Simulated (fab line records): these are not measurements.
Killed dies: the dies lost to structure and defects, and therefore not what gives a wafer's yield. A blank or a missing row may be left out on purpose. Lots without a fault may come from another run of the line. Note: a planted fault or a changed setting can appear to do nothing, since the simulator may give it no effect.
One fault through the eyes of 2 desks :: flow gf180mcu :: numbers are kept per desk, each desk with only its own; the story behind them comes last

== THE METROLOGY DESK ==
What the gauges read, lot by lot, whatever tool the lot ran on: means of the sampled wafers that have a number. Any lot whose mean is over 4 standard deviations away from the usual mean is out of limits and marked OUT; that distance is given in the brackets.
Columns: A = MVSD_RS at GF_VT_IMPLANT_RS_MEAS_46, usual 456.2 ohm/sq; B = MVPSD_RS at GF_VT_IMPLANT_RS_MEAS_49, usual 1164.7 ohm/sq
lot: L130
first seen here: day 7 20:56
A: 456.0
B: 1163.9

lot: L132
first seen here: day 8 02:07
A: 454.9
B: 1165.7

lot: L133
first seen here: day 8 08:47
A: 457.0
B: 1166.9

lot: L134
first seen here: day 8 19:23
A: 455.2
B: 1162.9

lot: L136
first seen here: day 9 06:01
A: 455.3
B: 1164.6

lot: L137
first seen here: day 9 10:15
A: 456.6
B: 1162.4

lot: L138
first seen here: day 9 16:28
A: 456.7
B: 1163.2

lot: L139
first seen here: day 10 00:19
A: 454.5
B: 1162.2

lot: L140
first seen here: day 10 08:05
A: 456.1
B: 1164.6

lot: L151
first seen here: day 13 08:58
A: 456.5
B: 1165.6

lot: L152
first seen here: day 13 23:46
A: 457.3
B: 1160.8

lot: L153
first seen here: day 14 01:50
A: 457.4
B: 1164.7
This desk found nothing out of limits on any of the 12 lots.

== FOR THE TOOL OWNER'S DESK: furnace-02 ==
The tool's own readings at GF_STI_OXIDATION_29 (stabilise 600 s, purge 300 s, target thk 10 nm): means of the sampled wafers that have a number, for each lot that ran on this tool. Any lot whose mean is over 4 standard deviations away from the usual mean is out of limits and marked OUT; that distance is given in the brackets.
Columns: A = ox_temp_c at GF_STI_OXIDATION_29, usual 900.0 C; B = ox_temp_c_max at GF_STI_OXIDATION_29, usual 907.3; C = spike_tc_lower_C at GF_STI_OXIDATION_29, usual 900.7 C
lot: L130
first seen here: day 2 11:13
A: 899.8
B: 907.8
C: 900.9

lot: L132
first seen here: day 2 16:29
A: 900.0
B: 907.7
C: 900.3

lot: L133
first seen here: day 2 21:06
A: 900.0
B: 908.6
C: 900.5

lot: L134
first seen here: day 3 04:08
A: 899.6
B: 906.9
C: 900.3

lot: L138
first seen here: day 3 21:37
A: 900.1
B: 907.4
C: 900.6

lot: L139
first seen here: day 4 02:43
A: 899.6
B: 906.6
C: 900.4

lot: L140
first seen here: day 4 07:38
A: 899.8
B: 906.8
C: 900.6

lot: L151
first seen here: day 6 16:44
A: 899.8
B: 907.6
C: 900.4
This desk found nothing out of limits on any of the 8 lots.

== ALL TOGETHER ==
At the metrology desk, nothing out of limits was observed.
Nothing out of limits was seen by the tool owner's desk.

== WHAT THE SIMULATOR PUT IN ==
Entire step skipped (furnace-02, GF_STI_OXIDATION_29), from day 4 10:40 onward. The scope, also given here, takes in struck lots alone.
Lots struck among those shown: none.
